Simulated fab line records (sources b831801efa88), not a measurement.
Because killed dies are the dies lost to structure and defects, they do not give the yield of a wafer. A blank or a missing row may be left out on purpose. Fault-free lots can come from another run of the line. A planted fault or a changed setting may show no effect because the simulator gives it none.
2 desks, one fault | flow sky130 | only its own numbers are on each desk; what lay behind them is given at the end

TOOL OWNER'S DESK, lpcvd-01
The tool's own readings at SKY_POLY_GATE_CVD_00 (deposits poly-Si, target thk 180 nm, time 720 s): means of the sampled wafers that have a number, for each lot that ran on this tool. If a lot's mean is further than 4 standard deviations from the usual mean, the lot is out of limits and carries the mark OUT (the distance appears in the brackets).
Columns: A = spike-tc-bottom-C at SKY_POLY_GATE_CVD_00, usual 636.7 C
lot  | first seen here | A
L118 | day 14 21:27    | 634.3
L119 | day 15 05:53    | 635.0
L120 | day 15 11:20    | 639.7
L122 | day 16 08:04    | 635.1
L127 | day 17 22:14    | 639.5
L128 | day 18 00:08    | 635.7
L129 | day 18 17:49    | 635.2
L130 | day 18 20:22    | 640.1
L137 | day 21 18:42    | 639.5
L138 | day 22 06:06    | 635.1
L139 | day 22 13:31    | 635.5
Result from this desk: across the 11 lots, nothing is out of limits.

FROM THE METROLOGY DESK
What the gauges read, lot by lot, whatever tool the lot ran on: means of the sampled wafers that have a number. If a lot's mean is further than 4 standard deviations from the usual mean, the lot is out of limits and carries the mark OUT (the distance appears in the brackets).
Columns: A = cd-nm at SKY_VT_ADJUST_NCORE_CD_MEAS_07, usual 380.0 nm; B = cd-nm at SKY_SONOS_TUNNEL_CD_MEAS_07, usual 410.1 nm; C = SONOS_ONO_OVL at SKY_SONOS_ONO_OVL_MEAS_14, usual -0.1 nm; D = POLY_GATE_CVD_00_THK at SKY_POLY_GATE_THK_MEAS_01, usual 179.5 nm
lot  | first seen here | A     | B     | C    | D
L118 | day 9 03:52     | 382.3 | 409.5 | -2.0 | 177.9
L119 | day 9 12:11     | 379.4 | 407.7 | 0.2  | 177.5
L120 | day 9 17:01     | 378.3 | 413.7 | -2.6 | 177.1
L122 | day 10 09:34    | 381.8 | 411.4 | -1.3 | 178.8
L127 | day 11 19:25    | 382.1 | 410.9 | 1.4  | 117.7 (-33) OUT
L128 | day 11 22:58    | 379.9 | 412.2 | 0.5  | 115.8 (-34) OUT
L129 | day 12 12:48    | 381.0 | 412.5 | 2.4  | 118.7 (-32) OUT
L130 | day 12 17:23    | 382.0 | 405.9 | -1.6 | 117.0 (-33) OUT
L137 | day 15 05:41    | 376.4 | 405.8 | -0.0 | 177.7
L138 | day 15 16:08    | 381.8 | 407.1 | 0.0  | 180.4
L139 | day 15 17:02    | 379.4 | 408.8 | 0.8  | 180.5
Finding of this desk: L127, L128, L129, L130 out of limits, first seen on L127 at day 17 23:26 (POLY_GATE_CVD_00_THK at SKY_POLY_GATE_THK_MEAS_01). L118, L119, L120, L122, L137, L138, L139: within limits.

PUT TOGETHER
An alarm was possible from the metrology desk at day 17 23:26, on L127, L128, L129, L130.
Nothing out of limits was seen by the tool owner's desk.
Tool owner's desk: L127, L128, L129, L130 on record, inside its limits.
Every lot named ran SKY_POLY_GATE_CVD_00 on lpcvd-01.

WHAT WAS PUT IN BY THE SIMULATOR
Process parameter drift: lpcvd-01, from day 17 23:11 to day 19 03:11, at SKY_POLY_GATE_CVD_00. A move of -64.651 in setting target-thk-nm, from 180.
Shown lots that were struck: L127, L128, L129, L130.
Time in hours between the start of the fault and the first out-of-limits reading at each desk: metrology desk, 0.
